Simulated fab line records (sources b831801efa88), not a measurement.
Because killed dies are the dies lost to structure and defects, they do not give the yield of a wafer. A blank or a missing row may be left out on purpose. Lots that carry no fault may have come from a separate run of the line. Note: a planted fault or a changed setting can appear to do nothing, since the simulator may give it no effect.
Chamber matching | flow gf180mcu | GF_STI_CMP_25 on cmp-02: 4 sister chambers
The step polishes, stops on Si3N4, t overpolish 33 s, target thk 524.6 nm. 4 wafers are shown with their chamber, then 11 later ones without.

## WAFERS WITH THEIR CHAMBER
wafer  | chamber | motor_current_A (A)
L084.5 | 2       | 11.5
L086.3 | 0       | 13.0
L086.4 | 3       | 11.3
L087.1 | 1       | 13.3

## WAFERS WITHOUT THEIR CHAMBER
wafer  | motor_current_A (A)
L087.4 | 11.7
L087.6 | 12.2
L091.1 | 11.8
L091.5 | 10.9
L091.6 | 12.6
L094.1 | 11.6
L094.5 | 11.5
L094.6 | 12.5
L097.1 | 12.0
L097.2 | 13.4
L097.4 | 12.3

## CHAMBER TAKEN BY EACH
wafer  | from the rows above               | in truth
L087.4 | can't be placed: 2 or 3           | 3
L087.6 | can't be placed: 2 or 0 or 3 or 1 | 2
L091.1 | can't be placed: 2 or 3           | 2
L091.5 | can't be placed: 3 or 2           | 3
L091.6 | can't be placed: 0 or 1 or 2      | 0
L094.1 | can't be placed: 2 or 3           | 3
L094.5 | can't be placed: 2 or 3           | 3
L094.6 | can't be placed: 0 or 1 or 2 or 3 | 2
L097.1 | can't be placed: 2 or 3 or 0 or 1 | 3
L097.2 | can't be placed: 1 or 0           | 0
L097.4 | can't be placed: 0 or 2 or 1 or 3 | 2
Correctly placed: 0 of 11. Unplaceable from these rows: 11, with the true chamber sitting among the candidates in 11. 0 placed wrongly.
How it was worked out, from the rows above alone: a wafer's distance from a chamber is the root of the sum, over the readings, of the square of ((its reading less the chamber's mean) divided by the reading's scatter). If the next closest chamber is less than 2 further off than the closest, the wafer can't be placed; otherwise it belongs to the closest. The mean given for a chamber averages the wafers shown for that chamber. The scatter: with one shown wafer a chamber, the root of the mean of the squares of how far each hidden wafer lies from its nearest shown one.
